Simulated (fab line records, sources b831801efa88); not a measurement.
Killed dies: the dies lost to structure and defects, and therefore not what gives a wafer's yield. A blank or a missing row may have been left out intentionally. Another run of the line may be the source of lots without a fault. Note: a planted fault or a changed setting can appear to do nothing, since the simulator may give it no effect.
2 desks, one fault | flow gf180mcu | every desk sees just its own numbers, and what lay behind them comes last

## AT THE METROLOGY DESK
Means of the sampled wafers that have a number, per lot and without regard to the tool the lot ran on: this is what the gauges read. Any lot whose mean is over 4 standard deviations away from the usual mean is out of limits and marked OUT; that distance is given in the brackets.
Columns: A = M5_OVL at GF_M5_OVL_MEAS_08, usual -3 nm; B = PASSIVATION_CVD_02_THK at GF_PASSIVATION_THK_MEAS_03, usual 700 nm
lot  | first seen here | A   | B
L806 | day 25 21:25    | -3  | 704
L809 | day 27 03:06    | 2   | 700
L810 | day 27 12:05    | -8  | 704
L811 | day 27 14:45    | -11 | 695
L812 | day 28 02:32    | -1  | 709
L813 | day 28 19:36    | 4   | 697
L816 | day 30 01:14    | -8  | 684
L819 | day 30 11:11    | -4  | 693
L818 | day 30 13:55    | 4   | 708
L821 | day 31 02:17    | -1  | 699
L824 | day 31 15:59    | -9  | 696
L825 | day 32 02:20    | -8  | 696
L827 | day 32 09:11    | -5  | 705
This desk's verdict: no lot among the 13 shows anything out of limits.

## THE TOOL OWNER'S DESK: pvd-sputter-01
At GF_M3_SPUTTER_01 (material TiN, target thk 30 nm, time 25 s) the tool's own readings: per lot run on this tool, the mean of the sampled wafers that have a number. Any lot whose mean is over 4 standard deviations away from the usual mean is out of limits and marked OUT; that distance is given in the brackets.
Columns: A = throttle-valve-pct at GF_M3_SPUTTER_01, usual 29.9 %
lot  | first seen here | A
L806 | day 19 20:31    | 30.0
L810 | day 21 17:06    | 29.7
L813 | day 23 07:35    | 30.5
L816 | day 24 18:05    | 30.5
L818 | day 25 08:51    | 29.7
This desk's verdict: no lot among the 5 shows anything out of limits.

## ALL TOGETHER
At the metrology desk, nothing out of limits was observed.
Nothing out of limits was seen by the tool owner's desk.

## WHAT THE SIMULATOR HAD PUT IN
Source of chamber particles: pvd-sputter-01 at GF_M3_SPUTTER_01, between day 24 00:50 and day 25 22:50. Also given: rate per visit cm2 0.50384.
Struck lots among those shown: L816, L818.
